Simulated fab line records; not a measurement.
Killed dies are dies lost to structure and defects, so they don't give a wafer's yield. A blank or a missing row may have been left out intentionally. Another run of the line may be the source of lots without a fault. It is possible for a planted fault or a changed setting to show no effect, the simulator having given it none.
The tool behind it: which one? || flow gf180mcu || 12 lots with 36 wafers sampled at 3 steps, on a route of 602 steps

WHAT THE GAUGES READ, wafer by wafer
GF_HV_LDD_TW_MEAS_11.
{"lot": "L075", "measured": "day 10 08:35", "on": "filmMetro-02", "HV_LDD_TW": "2428 2430 2436"}
{"lot": "L077", "measured": "day 10 22:01", "on": "filmMetro-03", "HV_LDD_TW": "2419 2427 2420"}
{"lot": "L079", "measured": "day 11 13:31", "on": "filmMetro-02", "HV_LDD_TW": "2422 2432 2449"}
{"lot": "L081", "measured": "day 12 05:50", "on": "filmMetro-01", "HV_LDD_TW": "2388 2384 2395"}
{"lot": "L083", "measured": "day 12 22:01", "on": "filmMetro-02", "HV_LDD_TW": "2447 2441 2431"}
{"lot": "L085", "measured": "day 13 10:13", "on": "filmMetro-03", "HV_LDD_TW": "2393 2399 2405"}
{"lot": "L087", "measured": "day 13 21:46", "on": "filmMetro-03", "HV_LDD_TW": "2398 2400 2400"}
{"lot": "L089", "measured": "day 14 17:05", "on": "filmMetro-03", "HV_LDD_TW": "2407 2398 2408"}
{"lot": "L091", "measured": "day 15 06:17", "on": "filmMetro-02", "HV_LDD_TW": "2434 2422 2418"}
{"lot": "L093", "measured": "day 15 19:24", "on": "filmMetro-02", "HV_LDD_TW": "2422 2418 2415"}
{"lot": "L095", "measured": "day 16 11:37", "on": "filmMetro-01", "HV_LDD_TW": "2395 2393 2393"}
{"lot": "L097", "measured": "day 17 01:07", "on": "filmMetro-03", "HV_LDD_TW": "2399 2411 2408"}

EACH LOT AND THE TOOL THAT RAN IT (in order: tool; ch and the chambers of the sampled wafers; start)
{"lot": "L075", "GF_VT_IMPLANT_STRIP_09": "plasmaAsher-03 ch 0,1, day 5 21:58", "GF_VT_IMPLANT_STRIP_31": "plasmaAsher-03 ch 0,1, day 7 04:22"}
{"lot": "L077", "GF_VT_IMPLANT_STRIP_09": "plasmaAsher-02 ch 0, day 6 09:34", "GF_VT_IMPLANT_STRIP_31": "plasmaAsher-02 ch 0,1, day 7 17:12"}
{"lot": "L079", "GF_VT_IMPLANT_STRIP_09": "plasmaAsher-02 ch 1, day 6 22:11", "GF_VT_IMPLANT_STRIP_31": "plasmaAsher-04 ch 0,1, day 8 05:31"}
{"lot": "L081", "GF_VT_IMPLANT_STRIP_09": "plasmaAsher-02 ch 0,1, day 7 12:57", "GF_VT_IMPLANT_STRIP_31": "plasmaAsher-03 ch 0,1, day 8 21:24"}
{"lot": "L083", "GF_VT_IMPLANT_STRIP_09": "plasmaAsher-04 ch 0,1, day 8 02:21", "GF_VT_IMPLANT_STRIP_31": "plasmaAsher-04 ch 0, day 9 11:20"}
{"lot": "L085", "GF_VT_IMPLANT_STRIP_09": "plasmaAsher-04 ch 0,1, day 8 09:07", "GF_VT_IMPLANT_STRIP_31": "plasmaAsher-03 ch 0,1, day 9 19:11"}
{"lot": "L087", "GF_VT_IMPLANT_STRIP_09": "plasmaAsher-04 ch 0,1, day 8 22:47", "GF_VT_IMPLANT_STRIP_31": "plasmaAsher-02 ch 0,1, day 10 08:28"}
{"lot": "L089", "GF_VT_IMPLANT_STRIP_09": "plasmaAsher-02 ch 0,1, day 9 14:50", "GF_VT_IMPLANT_STRIP_31": "plasmaAsher-02 ch 0,1, day 11 02:29"}
{"lot": "L091", "GF_VT_IMPLANT_STRIP_09": "plasmaAsher-04 ch 0,1, day 9 23:56", "GF_VT_IMPLANT_STRIP_31": "plasmaAsher-02 ch 0,1, day 11 12:05"}
{"lot": "L093", "GF_VT_IMPLANT_STRIP_09": "plasmaAsher-04 ch 0,1, day 10 11:54", "GF_VT_IMPLANT_STRIP_31": "plasmaAsher-04 ch 0,1, day 11 23:53"}
{"lot": "L095", "GF_VT_IMPLANT_STRIP_09": "plasmaAsher-04 ch 0,1, day 11 02:10", "GF_VT_IMPLANT_STRIP_31": "plasmaAsher-04 ch 0,1, day 12 15:16"}
{"lot": "L097", "GF_VT_IMPLANT_STRIP_09": "plasmaAsher-03 ch 0,1, day 11 12:56", "GF_VT_IMPLANT_STRIP_31": "plasmaAsher-03 ch 0,1, day 13 04:04"}
- GF_VT_IMPLANT_STRIP_09: strips in O2/N2.
- GF_VT_IMPLANT_STRIP_31: strips in O2/N2.

THE ANSWER, worked out from the rows above alone
Rule: the usual values come from the lots themselves. The widest of any qualifying gaps counts: lots, ordered by their means at a reading, are off when they make up no more than a third of the lots, leave a main group of 4 or more, and stand apart from it by 3 or more times the standard deviation of that group's means. A main group whose means are all the same, to the digits that the tables above print for the reading, isn't used. Also off: a lot with no number at a reading for which 4 or more lots have one. All remaining lots with rows at the step are treated as sound.
Nothing can be told from this: no lot is off at any reading shown.

WHAT THE SIMULATOR HAD PUT IN
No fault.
